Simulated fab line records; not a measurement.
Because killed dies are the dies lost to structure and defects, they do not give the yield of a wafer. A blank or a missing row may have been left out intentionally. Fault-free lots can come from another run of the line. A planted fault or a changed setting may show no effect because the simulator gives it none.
Matching of chambers / flow gf180mcu / GF_V3_CMP_04 on cmp-02: 4 sister chambers
The step polishes SiO2. 4 wafers are shown with their chamber, then 11 later ones without.

WAFERS PAIRED WITH THEIR CHAMBERS
wafer=L087.5; chamber=2; motor_current_A (A)=11.6
wafer=L090.5; chamber=3; motor_current_A (A)=11.5
wafer=L090.6; chamber=0; motor_current_A (A)=13.3
wafer=L091.3; chamber=1; motor_current_A (A)=10.2

WAFERS WITH NO CHAMBER GIVEN
wafer=L091.4; motor_current_A (A)=13.1
wafer=L091.6; motor_current_A (A)=12.0
wafer=L092.2; motor_current_A (A)=13.1
wafer=L092.3; motor_current_A (A)=10.9
wafer=L092.5; motor_current_A (A)=12.0
wafer=L093.1; motor_current_A (A)=13.2
wafer=L093.3; motor_current_A (A)=11.3
wafer=L093.4; motor_current_A (A)=10.4
wafer=L097.1; motor_current_A (A)=10.5
wafer=L097.2; motor_current_A (A)=11.4
wafer=L097.6; motor_current_A (A)=11.4

THE CHAMBER EACH PASSED THROUGH
wafer=L091.4; from the rows above=0; in truth=0
wafer=L091.6; from the rows above=can't be placed: 2 or 3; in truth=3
wafer=L092.2; from the rows above=0; in truth=0
wafer=L092.3; from the rows above=can't be placed: 3 or 2 or 1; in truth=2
wafer=L092.5; from the rows above=can't be placed: 2 or 3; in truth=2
wafer=L093.1; from the rows above=0; in truth=0
wafer=L093.3; from the rows above=can't be placed: 3 or 2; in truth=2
wafer=L093.4; from the rows above=1; in truth=1
wafer=L097.1; from the rows above=1; in truth=1
wafer=L097.2; from the rows above=can't be placed: 3 or 2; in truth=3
wafer=L097.6; from the rows above=can't be placed: 3 or 2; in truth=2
5 of 11 placed correctly. From these rows, 6 cannot be placed; in 6 the true chamber is one of the candidates. 0 placed wrongly.
How it was worked out, from the rows above alone: a wafer's distance from a chamber is the root of the sum, over the readings, of the square of ((its reading less the chamber's mean) divided by the reading's scatter). If the next closest chamber is less than 2 further off than the closest, the wafer can't be placed; otherwise it belongs to the closest. A chamber's mean is the mean of its shown wafers. The scatter (one wafer shown for each chamber): square how far every hidden wafer sits from the nearest shown wafer, average those squares and take the square root.
